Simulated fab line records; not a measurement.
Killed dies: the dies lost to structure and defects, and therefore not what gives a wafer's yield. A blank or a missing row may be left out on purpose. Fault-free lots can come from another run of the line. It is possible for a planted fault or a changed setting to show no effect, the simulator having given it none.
Struck lot and sound lot, side by side / flow sfq_line / 24 out of 325 route steps
Sound: these wafers, L295.1, L295.2, L295.5. Struck: wafers L306.2, L306.5, L306.6. Last of all comes the cause.
For every step that has rows: the tool of each side, followed by ch and its chambers, followed by its first start. Under that, the readings that differ: sound wafers / struck wafers / difference of the means / sigmas: that difference in standard deviations of wafers without a fault.
alike: a reading whose means differ by less than 2 such deviations, as well as words and numbers matching on both sides. not compared: withheld readings; readings where some wafer has no value; bounds like >300 that might hide an equal value; numbers whose values overlap and for which the record gives no deviation.
Wherever a step has rows on one side only, a row that says differs or no value, or a row with sigmas, the two part there. Numbers that don't overlap but have no deviation are shown without sigmas and don't part them. A reading that every wafer of one side lacks parts them only if that side has two wafers or more.

first, 1 step without rows for these wafers: SFQ_TRILAYER_M0_STRIP_SOLV_CLEAN_026 (cleans in NMP, time 600 s).
SFQ_TRILAYER_I0_DEP_PECVD_027: deposits SiO2 from SiH4/N2O, time 111.11 s, target thk 500 nm.
  sound on pecvd-02 ch 1,2, day 16 15:30; struck on pecvd-02 ch 0,1,2, day 20 19:28
  alike: heater_power_w, throttle_valve_pct
  not compared: since_wet_clean_h
SFQ_TRILAYER_I0_CMP_CMP_028: polishes SiO2.
  sound on cmp-02 ch 0,1,2, day 16 16:05; struck on cmp-01 ch 0,1, day 21 07:58
  alike: motor_current_A, time_to_endpoint_s
SFQ_I0_BOW_MEAS_907:
  struck on film_metro-04, day 21 10:59; sound on film_metro-02, day 16 18:35
  alike: I0_BOW
SFQ_TRILAYER_I0_METRO_MEASURE_029:
  struck on film_metro-04, day 21 11:17; sound on film_metro-02, day 16 18:42
  alike: thk_nm
then, 6 steps without rows for these wafers: SFQ_TRILAYER_I0_VIA_LITHO_COAT_036 (resist thk 62 nm); SFQ_TRILAYER_I0_VIA_LITHO_COAT_031 (resist thk 650 nm); SFQ_TRILAYER_I0_VIA_LITHO_SOFTBAKE_035; SFQ_TRILAYER_I0_VIA_LITHO_EXPOSE_032 (exposes mask I0, target cd 500 nm); SFQ_TRILAYER_I0_VIA_LITHO_PEB_034 (peb time 60 s); SFQ_TRILAYER_I0_VIA_LITHO_DEVELOP_033 (time 60 s).
-- the record jumps here: 7 days lie between the struck wafers' starts before and after --
SFQ_I0_OVL_MEAS_908:
  struck on overlay-01, day 28 08:20; sound on overlay-01, day 23 01:47
reading=I0_OVL (nm); sound=9 8 7; struck=-4 -5 -4; difference=-12; sigmas=-2
SFQ_TRILAYER_I0_VIA_BARC_OPEN_VIA_ETCH_046: etches BARC in O2, target depth 125 nm, time 41.7 s.
  sound on rie_diel-01 ch 1,3, day 23 01:50; struck on rie_diel-01 ch 2,3, day 28 08:22
  no value came back on the struck wafers for bias_w (W), chamber_pressure_mTorr (mTorr), drypump_motor_current_A (A), oes_product_au (a.u.); on the sound wafers bias_w (W) reads 80.17 79.84 80.04
reading=model.KrF_of_TRILAYER_I0_VIA_LITHO_COAT_031.thk_nm (nm); sound=576 577.5 576.6; struck=628.3 628.9 629.1; difference=+52.1; sigmas=
  not compared: rf_hours_counter_h
SFQ_TRILAYER_I0_VIA_ETCH_VIA_ETCH_034: etches SiO2 in CHF3, stops on Nb, target depth 260 nm.
  sound on rie_diel-01 ch 1,3, day 23 01:52; struck on rie_diel-01 ch 2,3, day 28 08:25
reading=oes_product_au (a.u.); sound=0.857 0.847 0.857; struck=0.373 0.380 0.371; difference=-0.479; sigmas=-80
reading=model.KrF_of_TRILAYER_I0_VIA_LITHO_COAT_031.thk_nm (nm); sound=531.6 533.2 531.9; struck=583.9 584.2 584.8; difference=+52.1; sigmas=
  alike: bias_w, chamber_pressure_mTorr, drypump_motor_current_A
SFQ_TRILAYER_I0_VIA_STRIP_STRIP_035: strips in O2.
  sound on rie_metal-01 ch 0,1, day 23 01:59; struck on rie_metal-02 ch 0,1, day 28 08:31
  alike: chamber_pressure_mTorr, drypump_motor_current_A, oes_product_au
  not compared: rf_hours_counter_h
then, 2 steps without rows for these wafers: SFQ_TRILAYER_I0_VIA_STRIP_SOLV_CLEAN_036 (cleans in NMP, time 600 s); SFQ_TRILAYER_M1_DEP_PRE_CLEAN_038 (time 22.5 s).
SFQ_TRILAYER_M1_DEP_SPUTTER_037: material Nb, target thk 200 nm, time 133.3 s.
  struck on pvd_sputter-03, day 28 09:19; sound on pvd_sputter-03, day 23 02:47
  alike: cathode_dc_power_W, throttle_valve_pct
SFQ_M1_RS_MEAS_909: measurement is done with a four-point probe.
  struck on film_metro-02, day 28 09:26; sound on film_metro-02, day 23 02:53
  alike: M1_NB_RS
then, 3 steps without rows for these wafers: SFQ_TRILAYER_M1_LITHO_COAT_044 (resist thk 62 nm); SFQ_TRILAYER_M1_LITHO_COAT_039 (resist thk 600 nm); SFQ_TRILAYER_M1_LITHO_SOFTBAKE_043.
-- the record jumps here: 6 days lie between the struck wafers' starts before and after --
SFQ_TRILAYER_M1_LITHO_EXPOSE_040: exposes mask M1, target cd 500 nm.
  struck on krf_scanner-02, day 34 19:46; sound on krf_scanner-02 ch 0, day 30 03:14
  no value came back on the struck wafers for exposure_dose_mJ_cm2, focus_offset_nm (nm); on the sound wafers exposure_dose_mJ_cm2 reads 14.390 14.400 14.404
  alike: mask
then, 1 step without rows for these wafers: SFQ_TRILAYER_M1_LITHO_PEB_042 (peb time 60 s).

== WHERE THEY PART ==
Earliest at SFQ_I0_OVL_MEAS_908; latest, in this record, at SFQ_TRILAYER_M1_LITHO_EXPOSE_040.

WHY: the cause the simulator had injected
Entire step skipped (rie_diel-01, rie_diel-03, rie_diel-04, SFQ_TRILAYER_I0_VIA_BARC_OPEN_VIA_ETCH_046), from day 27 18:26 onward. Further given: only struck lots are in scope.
